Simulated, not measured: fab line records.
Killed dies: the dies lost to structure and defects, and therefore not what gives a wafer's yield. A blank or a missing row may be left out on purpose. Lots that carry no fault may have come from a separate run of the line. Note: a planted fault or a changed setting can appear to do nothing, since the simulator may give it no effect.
Which of the tools did it? ; flow sky130 ; 36 wafers sampled from 12 lots at 1 step of a route of 708

== WHAT THE GAUGES READ, wafer by wafer ==
SKY_VT_ADJUST_PCH_OVL_MEAS_07.
lot;measured;on;VT_ADJUST_PCH_OVL (nm)
L075;day 10 18:09;overlay-02;0.4 0.1 -0.6
L077;day 11 11:35;overlay-02;-1.3 -1.3 -0.6
L079;day 12 02:52;overlay-01;-0.8 -0.8 -3.5
L081;day 12 20:30;overlay-01;-2.0 0.6 -1.1
L083;day 13 05:27;overlay-02;1.1 -0.6 -0.8
L085;day 13 22:47;overlay-01;-0.3 0.6 -1.1
L087;day 14 15:57;overlay-01;-1.9 -2.4 -2.6
L089;day 15 02:18;overlay-01;-2.4 -2.3 -2.3
L091;day 15 16:54;overlay-02;-0.7 1.5 0.7
L093;day 16 14:57;overlay-02;-1.3 3.3 -1.5
L095;day 17 06:30;overlay-02;-1.7 -1.6 -2.7
L097;day 17 21:17;overlay-01;-0.4 -1.5 -0.6

== EACH LOT AND THE TOOL THAT RAN IT (in order: tool; ch and the chambers of the sampled wafers; start) ==
Before these readings, the record contains no process step.

== THE ANSWER, worked out from the rows above alone ==
Rule: the lots themselves supply what counts as usual. The widest of any qualifying gaps counts: lots, ordered by their means at a reading, are off when they make up no more than a third of the lots, leave a main group of 4 or more, and stand apart from it by 3 or more times the standard deviation of that group's means. If all means in a main group match to the digits the tables above print for the reading, that group is not used. Also off: a lot with no number at a reading for which 4 or more lots have one. The other lots that the step has rows for count as sound.
No lot is off at any reading shown: from this, nothing can be told.

== WHAT HAD BEEN PUT IN BY THE SIMULATOR ==
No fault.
